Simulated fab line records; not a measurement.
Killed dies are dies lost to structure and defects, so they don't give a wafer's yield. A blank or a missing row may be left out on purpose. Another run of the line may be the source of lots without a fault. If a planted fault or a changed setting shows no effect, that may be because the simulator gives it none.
fab line records | flow sky130
[record] lots = 12 | wafers = 36 | last-day = 50
route steps=708 shown METAL2@484 VIA2@510 PAD_OPEN@708
lots that met no fault: from a run of the same line without faults
start-h: hours from the record's first day to the start of the lot's first wafer shown | wait-h: hours elapsed since this lot's preceding step | " the same as in the row above | L1.1+2: several wafers, shown together as one row | - either no value or no given start | * or withheld: withheld | < > ~ a bound
route shown NAME@n: NAME is a module with steps in the file, n the number in the route of the first one | usual: mean/standard deviation taken from wafers without a fault | same: alike in all rows | chamber/n: place in a boat | sites: each site's reading | _std_site: the standard deviation of these | _edge_site: outer sites' mean less inner sites' | radius-mm: for every site, how far away it sits from the centre of the wafer | mask NAME#n: copy n | behind: the last tool/chamber to shape the wafer | hold: what put the lot on hold/how long, in hours/how the hold closed | device: names the non-switching transistor (n, p or np) | end of line: tests run on the same wafers once the route is complete | a step without rows: its recipe alone | killed: count of dies lost to structure and defects at first sort (not the wafer's yield) | map: shows each die of a wafer: x if killed, . if not, _ if none is there
set.NAME: the setting that was run; set.NAME@STEP: the one run at that earlier step | model.NAME: the simulator's own value behind a step, which no gauge read
steps of the route over a sample of lots; a table a step, a row a wafer
services: from which hour (start-h, from the record's first day; less than 0 if before it) a tool's chamber was out of use, for how many hours, and why
[[steps]]
[step SKY_METAL2_SPUTTER_01]
[recipe] material = TiN | target-thk-nm = 20 | power-w = 6500 | time-s = 16.7 | chamber-pressure-pa = 0.4
[usual] cathode-dc-power-W = 6499.9/1.1 | throttle-valve-pct = 30.1/0.82
lot.wafer | tool           | chamber | start-h | wait-h | cathode-dc-power-W | throttle-valve-pct
L955.2    | pvd-sputter-01 | -       | 823.64  | 0.0    | 6499.3             | 30.4
L955.3    | "              | -       | "       | "      | 6499.9             | 30.6
L955.5    | "              | -       | "       | "      | 6499.8             | 30.3
L954.2    | pvd-sputter-02 | -       | 824.79  | 0.0    | 6500.0             | 30.6
L954.3    | "              | -       | "       | "      | 6498.9             | 30.8
L954.6    | "              | -       | "       | "      | 6498.3             | 28.9
L956.1    | pvd-sputter-02 | -       | 825.51  | 0.0    | 6500.6             | 28.8
L956.2    | "              | -       | "       | "      | 6501.5             | 30.4
L956.5    | "              | -       | "       | "      | 6499.2             | 30.5
L960.2    | pvd-sputter-02 | -       | 850.89  | 0.0    | 6499.8             | 30.3
L960.3    | "              | -       | "       | "      | 6500.8             | 30.3
L960.4    | "              | -       | "       | "      | 6500.8             | 28.8
L961.1    | pvd-sputter-02 | -       | 856.19  | 0.0    | 6501.3             | 30.5
L961.2    | "              | -       | "       | "      | 6498.9             | 30.4
L961.5    | "              | -       | "       | "      | 6501.7             | 29.2
L964.2    | pvd-sputter-03 | -       | 869.47  | 0.0    | 6499.4             | 31.5
L964.4    | "              | -       | "       | "      | 6499.8             | 30.5
L964.5    | "              | -       | "       | "      | 6500.4             | 30.1
L963.2    | pvd-sputter-02 | -       | 870.59  | 0.0    | 6500.4             | 30.3
L963.4    | "              | -       | "       | "      | 6501.5             | 28.8
L963.5    | "              | -       | "       | "      | 6498.7             | 30.3
L965.1    | pvd-sputter-01 | -       | 884.59  | 0.0    | 6500.6             | 30.4
L965.2    | "              | -       | "       | "      | 6501.4             | 30.9
L965.6    | "              | -       | "       | "      | 6500.2             | 30.1
L967.1    | pvd-sputter-03 | -       | 892.15  | 0.0    | 6499.2             | 31.4
L967.3    | "              | -       | "       | "      | 6499.8             | 30.1
L967.6    | "              | -       | "       | "      | 6498.2             | 28.6
L972.1    | pvd-sputter-03 | -       | 936.87  | 0.0    | 6499.9             | 28.7
L972.4    | "              | -       | "       | "      | 6498.8             | 30.1
L972.6    | "              | -       | "       | "      | 6499.9             | 29.0
L974.1    | pvd-sputter-03 | -       | 946.70  | 0.0    | 6499.3             | 30.4
L974.3    | "              | -       | "       | "      | 6499.5             | 29.3
L974.6    | "              | -       | "       | "      | 6499.8             | 30.3
L975.1    | pvd-sputter-01 | -       | 949.28  | 0.0    | 6500.3             | 30.0
L975.2    | "              | -       | "       | "      | 6500.4             | 30.6
L975.5    | "              | -       | "       | "      | 6501.4             | 30.8
[step SKY_METAL2_SPUTTER_04]
[recipe] material = TiN | target-thk-nm = 70 | power-w = 6500 | time-s = 58.3 | chamber-pressure-pa = 0.4
[usual] cathode-dc-power-W = 6499.9/1.3 | throttle-valve-pct = 30.1/0.84
lot.wafer | tool           | chamber | start-h | wait-h | cathode-dc-power-W | throttle-valve-pct
L955.2    | pvd-sputter-01 | -       | 823.71  | 0.0    | 6500.9             | 30.3
L955.3    | "              | -       | "       | "      | 6499.6             | 30.4
L955.5    | "              | -       | "       | "      | 6502.3             | 30.3
L954.2    | pvd-sputter-02 | -       | 824.85  | 0.0    | 6499.8             | 30.4
L954.3    | "              | -       | "       | "      | 6498.8             | 30.7
L954.6    | "              | -       | "       | "      | 6499.1             | 28.9
L956.1    | pvd-sputter-02 | -       | 825.57  | 0.0    | 6499.0             | 28.9
L956.2    | "              | -       | "       | "      | 6498.9             | 30.2
L956.5    | "              | -       | "       | "      | 6501.4             | 30.5
L960.2    | pvd-sputter-02 | -       | 850.96  | 0.0    | 6500.9             | 30.7
L960.3    | "              | -       | "       | "      | 6496.9             | 30.6
L960.4    | "              | -       | "       | "      | 6498.8             | 28.9
L961.1    | pvd-sputter-02 | -       | 856.25  | 0.0    | 6500.8             | 30.5
L961.2    | "              | -       | "       | "      | 6498.8             | 30.3
L961.5    | "              | -       | "       | "      | 6499.5             | 28.9
L964.2    | pvd-sputter-03 | -       | 869.54  | 0.0    | 6500.9             | 31.6
L964.4    | "              | -       | "       | "      | 6502.0             | 30.5
L964.5    | "              | -       | "       | "      | 6500.6             | 30.1
L963.2    | pvd-sputter-02 | -       | 870.66  | 0.0    | 6503.3             | 30.4
L963.4    | "              | -       | "       | "      | 6500.2             | 28.9
L963.5    | "              | -       | "       | "      | 6500.2             | 30.5
L965.1    | pvd-sputter-01 | -       | 884.66  | 0.0    | 6498.7             | 30.5
L965.2    | "              | -       | "       | "      | 6500.2             | 30.7
L965.6    | "              | -       | "       | "      | 6498.4             | 30.7
L967.1    | pvd-sputter-03 | -       | 892.22  | 0.0    | 6498.4             | 31.5
L967.3    | "              | -       | "       | "      | 6498.7             | 30.2
L967.6    | "              | -       | "       | "      | 6500.4             | 28.7
L972.1    | pvd-sputter-03 | -       | 936.94  | 0.0    | 6500.5             | 28.8
L972.4    | "              | -       | "       | "      | 6500.2             | 30.3
L972.6    | "              | -       | "       | "      | 6498.9             | 29.3
L974.1    | pvd-sputter-03 | -       | 946.77  | 0.0    | 6500.1             | 30.1
L974.3    | "              | -       | "       | "      | 6500.8             | 29.4
L974.6    | "              | -       | "       | "      | 6499.4             | 30.3
L975.1    | pvd-sputter-01 | -       | 949.35  | 0.0    | 6499.1             | 30.0
L975.2    | "              | -       | "       | "      | 6498.8             | 30.4
L975.5    | "              | -       | "       | "      | 6501.2             | 30.6
[step SKY_METAL2_THK_MEAS_06]
[recipe] thk-meas-gauge = xrf | reads = AlCu_of_METAL2_SPUTTER_02
[usual] METAL2_ALCU_THK = 247/3.1
lot.wafer | tool          | chamber | start-h | wait-h | METAL2_ALCU_THK[nm]
L955.2    | film-metro-03 | -       | 823.89  | 0.1    | 244
L955.3    | "             | -       | "       | "      | 242
L955.5    | "             | -       | "       | "      | 244
L954.2    | film-metro-01 | -       | 825.03  | 0.1    | 250
L954.3    | "             | -       | "       | "      | 249
L954.6    | "             | -       | "       | "      | 249
L956.1    | film-metro-02 | -       | 825.74  | 0.1    | 244
L956.2    | "             | -       | "       | "      | 243
L956.5    | "             | -       | "       | "      | 243
L960.2    | film-metro-01 | -       | 851.14  | 0.1    | 266
L960.3    | "             | -       | "       | "      | 263
L960.4    | "             | -       | "       | "      | 265
L961.1    | film-metro-03 | -       | 856.42  | 0.1    | 265
L961.2    | "             | -       | "       | "      | 261
L961.5    | "             | -       | "       | "      | 260
L964.2    | film-metro-02 | -       | 869.72  | 0.1    | 245
L964.4    | "             | -       | "       | "      | 248
L964.5    | "             | -       | "       | "      | 248
L963.2    | film-metro-03 | -       | 870.84  | 0.1    | 264
L963.4    | "             | -       | "       | "      | 261
L963.5    | "             | -       | "       | "      | 264
L965.1    | film-metro-03 | -       | 884.89  | 0.1    | 250
L965.2    | "             | -       | "       | "      | 249
L965.6    | "             | -       | "       | "      | 247
L967.1    | film-metro-01 | -       | 892.39  | 0.1    | 248
L967.3    | "             | -       | "       | "      | 248
L967.6    | "             | -       | "       | "      | 251
L972.1    | film-metro-03 | -       | 937.11  | 0.1    | 250
L972.4    | "             | -       | "       | "      | 249
L972.6    | "             | -       | "       | "      | 250
L974.1    | film-metro-01 | -       | 946.94  | 0.1    | 251
L974.3    | "             | -       | "       | "      | 250
L974.6    | "             | -       | "       | "      | 251
L975.1    | film-metro-01 | -       | 949.52  | 0.1    | 242
L975.2    | "             | -       | "       | "      | 245
L975.5    | "             | -       | "       | "      | 244
[step SKY_METAL2_ETCH_18]
[recipe] chemistry = N2/H2 | target = BARC | ion-energy-ev = 200 | bias-w = 100 | pressure-mtorr = 30 | n2-flow-sccm = 100 | h2-flow-sccm = 200 | icp-w = 500 | stop-on = SiO2 | time-s = 45.9 | target-depth-a = 600
[usual] drypump-motor-current-A = 6.0/0.51 | oes-product-au = 0.855/0.0045 | throttle-valve-pct = 13.225/0.009
lot.wafer | tool         | chamber | start-h | wait-h | drypump-motor-current-A | oes-product-au | rf-hours-counter-h | throttle-valve-pct
L955.2    | rie-metal-02 | 1       | 851.78  | 0.0    | 5.7                     | 0.853          | 4                  | 13.224
L955.3    | "            | 1       | "       | "      | 5.7                     | 0.856          | -                  | 13.213
L955.5    | "            | 1       | "       | "      | 5.7                     | 0.857          | -                  | 13.221
L954.2    | rie-metal-04 | 1       | 851.84  | 0.0    | 6.5                     | 0.856          | 6                  | 13.224
L954.3    | "            | 0       | "       | "      | 6.3                     | 0.856          | -                  | 13.231
L954.6    | "            | 0       | "       | "      | 6.3                     | 0.856          | -                  | 13.235
L956.1    | rie-metal-01 | 1       | 852.69  | 0.0    | 6.4                     | 0.848          | 15                 | 13.218
L956.2    | "            | 0       | "       | "      | 6.0                     | 0.853          | 5                  | 13.222
L956.5    | "            | 1       | "       | "      | 6.4                     | 0.857          | -                  | 13.229
L960.2    | rie-metal-01 | 0       | 876.13  | 0.0    | 6.0                     | 0.850          | 6                  | 13.220
L960.3    | "            | 0       | "       | "      | 6.0                     | 0.855          | -                  | 13.213
L960.4    | "            | 1       | "       | "      | 6.4                     | 0.861          | -                  | 13.250
L961.1    | rie-metal-01 | 0       | 882.68  | 0.0    | 6.0                     | 0.863          | 6                  | 13.221
L961.2    | "            | 1       | "       | "      | 6.4                     | 0.856          | 16                 | 13.235
L961.5    | "            | 0       | "       | "      | 6.0                     | 0.856          | -                  | 13.232
L964.2    | rie-metal-01 | 0       | 894.80  | 0.0    | 6.0                     | 0.858          | 7                  | 13.227
L964.4    | "            | 1       | "       | "      | 6.4                     | 0.854          | -                  | 13.224
L964.5    | "            | 1       | "       | "      | 6.4                     | 0.857          | -                  | 13.228
L963.2    | rie-metal-04 | 0       | 895.43  | 0.0    | 6.3                     | 0.852          | 12                 | 13.215
L963.4    | "            | 0       | "       | "      | 6.2                     | 0.856          | -                  | 13.227
L963.5    | "            | 1       | "       | "      | 6.5                     | 0.855          | -                  | 13.221
L965.1    | rie-metal-01 | 0       | 910.18  | 0.0    | 6.0                     | 0.848          | 7                  | 13.231
L965.2    | "            | 1       | "       | "      | 6.4                     | 0.857          | 17                 | 13.240
L965.6    | "            | 0       | "       | "      | 6.0                     | 0.844          | -                  | 13.210
L967.1    | rie-metal-04 | 1       | 917.59  | 0.0    | 6.5                     | 0.861          | 9                  | 13.234
L967.3    | "            | 1       | "       | "      | 6.5                     | 0.857          | -                  | 13.226
L967.6    | "            | 0       | "       | "      | 6.2                     | 0.853          | -                  | 13.233
L972.1    | rie-metal-02 | 0       | 962.38  | 0.0    | 5.0                     | 0.850          | 11                 | 13.246
L972.4    | "            | 0       | "       | "      | 4.9                     | 0.844          | -                  | 13.208
L972.6    | "            | 0       | "       | "      | 4.9                     | 0.855          | -                  | 13.216
L974.1    | rie-metal-01 | 1       | 970.54  | 0.0    | 6.4                     | 0.852          | 20                 | 13.226
L974.3    | "            | 0       | "       | "      | 6.0                     | 0.854          | -                  | 13.219
L974.6    | "            | 1       | "       | "      | 6.4                     | 0.855          | -                  | 13.218
L975.1    | rie-metal-02 | 0       | 973.24  | 0.0    | 5.0                     | 0.852          | 12                 | 13.204
L975.2    | "            | 1       | "       | "      | 5.7                     | 0.859          | 9                  | 13.227
L975.5    | "            | 0       | "       | "      | 5.0                     | 0.857          | -                  | 13.238
[step SKY_VIA2_BOW_MEAS_03]
[recipe] mode = bow
[usual] VIA2_BOW = 85/6.6
lot.wafer | tool          | chamber | start-h | wait-h | VIA2_BOW[um]
L955.2    | film-metro-02 | -       | 853.08  | 0.1    | 86
L955.3    | "             | -       | "       | "      | 83
L955.5    | "             | -       | "       | "      | 68
L954.2    | film-metro-04 | -       | 853.77  | 0.3    | 85
L954.3    | "             | -       | "       | "      | 81
L954.6    | "             | -       | "       | "      | 84
L956.1    | film-metro-01 | -       | 854.01  | 0.1    | 87
L956.2    | "             | -       | "       | "      | 77
L956.5    | "             | -       | "       | "      | 89
L960.2    | film-metro-04 | -       | 877.43  | 0.3    | 96
L960.3    | "             | -       | "       | "      | 78
L960.4    | "             | -       | "       | "      | 83
L961.1    | film-metro-04 | -       | 884.26  | 0.1    | 87
L961.2    | "             | -       | "       | "      | 92
L961.5    | "             | -       | "       | "      | 85
L964.2    | film-metro-02 | -       | 896.14  | 0.1    | 93
L964.4    | "             | -       | "       | "      | 81
L964.5    | "             | -       | "       | "      | 80
L963.2    | film-metro-02 | -       | 896.69  | 0.3    | 76
L963.4    | "             | -       | "       | "      | 88
L963.5    | "             | -       | "       | "      | 77
L965.1    | film-metro-04 | -       | 911.45  | 0.1    | 91
L965.2    | "             | -       | "       | "      | 86
L965.6    | "             | -       | "       | "      | 88
L967.1    | film-metro-01 | -       | 919.08  | 0.2    | 86
L967.3    | "             | -       | "       | "      | 91
L967.6    | "             | -       | "       | "      | 94
L972.1    | film-metro-01 | -       | 963.68  | 0.2    | 96
L972.4    | "             | -       | "       | "      | 95
L972.6    | "             | -       | "       | "      | 91
L974.1    | film-metro-04 | -       | 971.89  | 0.2    | 79
L974.3    | "             | -       | "       | "      | 76
L974.6    | "             | -       | "       | "      | 82
L975.1    | film-metro-02 | -       | 974.56  | 0.2    | 91
L975.2    | "             | -       | "       | "      | 80
L975.5    | "             | -       | "       | "      | 89
[step SKY_PAD_OPEN_PROBE_99]
[usual] killed_at_M0_to_M3 = 44/7.4 | killed_at_M4_up = 3.0/1.6 | killed-at-contacts = 24/5 | killed-at-front-end = 15/4.6 | killed-at-other = 0.4/0.65 | killed-dies = 86/9.6 | killed-open = 48/7.4 | killed-short = 38/6.9
[same] gross-dies = 492 | killed-at-back-side = 0
lot.wafer | tool      | chamber | start-h | wait-h | killed_at_M0_to_M3 | killed_at_M4_up | killed-at-contacts | killed-at-front-end | killed-at-other | killed-dies | killed-open | killed-short
L960.2    | prober-02 | -       | 1118.96 | 0.1    | 50                 | 3               | 24                 | 11                  | 1               | 89          | 46          | 41
L960.3    | prober-02 | -       | 1119.01 | 0.2    | 33                 | 1               | 27                 | 11                  | 0               | 72          | 41          | 31
L960.4    | prober-02 | -       | 1119.06 | 0.2    | 58                 | 6               | 19                 | 16                  | 1               | 100         | 51          | 49
L961.1    | prober-01 | -       | 1123.77 | 0.1    | 48                 | 3               | 26                 | 19                  | 2               | 98          | 52          | 45
L961.2    | prober-01 | -       | 1123.82 | 0.1    | 27                 | 4               | 23                 | 22                  | 0               | 76          | 42          | 34
L961.5    | prober-01 | -       | 1123.97 | 0.2    | 48                 | 0               | 19                 | 17                  | 1               | 85          | 53          | 31
L972.1    | prober-02 | -       | 1186.60 | 0.1    | 38                 | 2               | 27                 | 10                  | 1               | 78          | 51          | 27
L972.4    | prober-02 | -       | 1186.75 | 0.2    | 29                 | 3               | 24                 | 9                   | 0               | 65          | 36          | 29
L972.6    | prober-02 | -       | 1186.85 | 0.2    | 35                 | 3               | 20                 | 24                  | 0               | 82          | 44          | 38
// killed by level:class
L960.2 VIA1:geometric-particle:open=10 VIA2:geometric-particle:open=9 LI_CONTACT:geometric-particle:open=8 CONTACT:geometric-particle:short=8 VIA1:geometric-particle:short=7 METAL1:geometric-particle:short=6 CONTACT:geometric-particle:open=5 VIA3:geometric-particle:open=5
L960.3 LI_CONTACT:geometric-particle:open=10 METAL1:geometric-particle:short=7 VIA1:geometric-particle:open=7 LI_CONTACT:geometric-particle:short=5 CONTACT:geometric-particle:open=5 VIA3:geometric-particle:open=5 FIELD_ISO:geometric-particle:open=4 METAL3:geometric-particle:short=4
L960.4 VIA1:geometric-particle:open=14 METAL2:geometric-particle:short=10 VIA2:geometric-particle:open=8 LI_CONTACT:geometric-particle:open=6 CONTACT:geometric-particle:short=5 METAL1:geometric-particle:short=5 VIA1:geometric-particle:short=5 VIA3:geometric-particle:open=5
L961.1 VIA1:geometric-particle:open=15 CONTACT:geometric-particle:open=11 VIA1:geometric-particle:short=8 LI_CONTACT:geometric-particle:open=6 LOCAL_INTERCONNECT:geometric-particle:short=6 METAL2:geometric-particle:short=6 FIELD_ISO:geometric-particle:short=5 FIELD_ISO:geometric-particle:open=5
L961.2 FIELD_ISO:geometric-particle:open=8 LOCAL_INTERCONNECT:geometric-particle:short=7 CONTACT:geometric-particle:open=7 FIELD_ISO:geometric-particle:short=6 VIA2:geometric-particle:open=6 POLY_GATE:geometric-particle:short=5 LI_CONTACT:geometric-particle:open=5 VIA1:geometric-particle:open=5
L961.5 VIA1:geometric-particle:open=17 CONTACT:geometric-particle:open=8 VIA3:geometric-particle:open=7 VIA1:geometric-particle:short=6 FIELD_ISO:geometric-particle:open=5 POLY_GATE:geometric-particle:short=5 LI_CONTACT:geometric-particle:open=4 VIA2:geometric-particle:open=4
L972.1 CONTACT:geometric-particle:open=14 VIA1:geometric-particle:open=10 VIA2:geometric-particle:open=7 CONTACT:geometric-particle:short=6 POLY_GATE:geometric-particle:short=5 VIA3:geometric-particle:open=5 LI_CONTACT:geometric-particle:open=5 METAL1:geometric-particle:open=4
L972.4 CONTACT:geometric-particle:open=9 LI_CONTACT:geometric-particle:open=8 VIA1:geometric-particle:open=5 METAL3:geometric-particle:short=5 METAL2:geometric-particle:short=4 LOCAL_INTERCONNECT:geometric-particle:open=3 METAL4:geometric-particle:short=3 VIA2:geometric-particle:open=3
L972.6 VIA1:geometric-particle:short=8 VIA3:geometric-particle:open=7 FIELD_ISO:geometric-particle:short=6 CONTACT:geometric-particle:short=6 VIA1:geometric-particle:open=6 VIA2:geometric-particle:open=6 CONTACT:geometric-particle:open=5 FIELD_ISO:geometric-particle:open=4
[[services]]
tool           | chamber | start-h | hours | kind
pvd-sputter-02 | -       | 812.79  | 4.9   | repair
pvd-sputter-01 | -       | 818.10  | 1.1   | repair
rie-metal-04   | 1       | 820.04  | 17.6  | repair
rie-metal-04   | 0       | 820.63  | 6.3   | repair
pvd-sputter-03 | 0       | 821.79  | -     | consumable-replace:kit
pvd-sputter-03 | 0       | 821.79  | 18.0  | scheduled-down
pvd-sputter-03 | 0       | 821.79  | 18.0  | vent-cycle
pvd-sputter-01 | 3       | 832.59  | -     | consumable-replace:kit
pvd-sputter-01 | 3       | 832.59  | 18.0  | scheduled-down
pvd-sputter-01 | 3       | 832.59  | 18.0  | vent-cycle
rie-metal-04   | -       | 903.25  | 1.4   | pm
pvd-sputter-01 | -       | 909.97  | 2.6   | repair
rie-metal-04   | -       | 938.96  | 0.5   | repair
pvd-sputter-02 | 0       | 941.21  | -     | consumable-replace:kit
pvd-sputter-02 | 0       | 941.21  | 18.0  | scheduled-down
pvd-sputter-02 | 0       | 941.21  | 18.0  | vent-cycle
pvd-sputter-03 | 3       | 961.49  | -     | consumable-replace:kit
pvd-sputter-03 | 3       | 961.49  | 18.0  | scheduled-down
pvd-sputter-03 | 3       | 961.49  | 18.0  | vent-cycle
[[key]]
[first-sign] step = SKY_METAL2_THK_MEAS_06 | reading = METAL2_ALCU_THK | direction = up | sigmas = 5.2 | usual = 247 | struck = 263
effect none on later readings
met-at SKY_METAL2_SPUTTER_04
struck-lots L960,L961,L963
tester-left-out L960,L963
not-acting-at SKY_METAL2_SPUTTER_01,SKY_METAL2_ETCH_18,SKY_VIA2_BOW_MEAS_03
onset-between 825.57 850.96
[earlier-fault] kind = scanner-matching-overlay | tool = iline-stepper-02 | chamber = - | onset-h = 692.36 | steps = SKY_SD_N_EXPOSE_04 | offset = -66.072
[fault] kind = process-parameter-drift | tool = pvd-sputter-02 | chamber = - | onset-h = 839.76 | steps = SKY_METAL2_SPUTTER_04 | channel = target-thk-nm | offset = -30.602 | shape = step | acts-in = these-recipes-only | stated = 70
// tester-left-out: of these lots the tester's yield and bins aren't shown, on N5 and GAA mostly nor the transistor test; their killed dies are dies lost to structure and defects alone, not to doping, threshold or leakage, so they don't give the yield
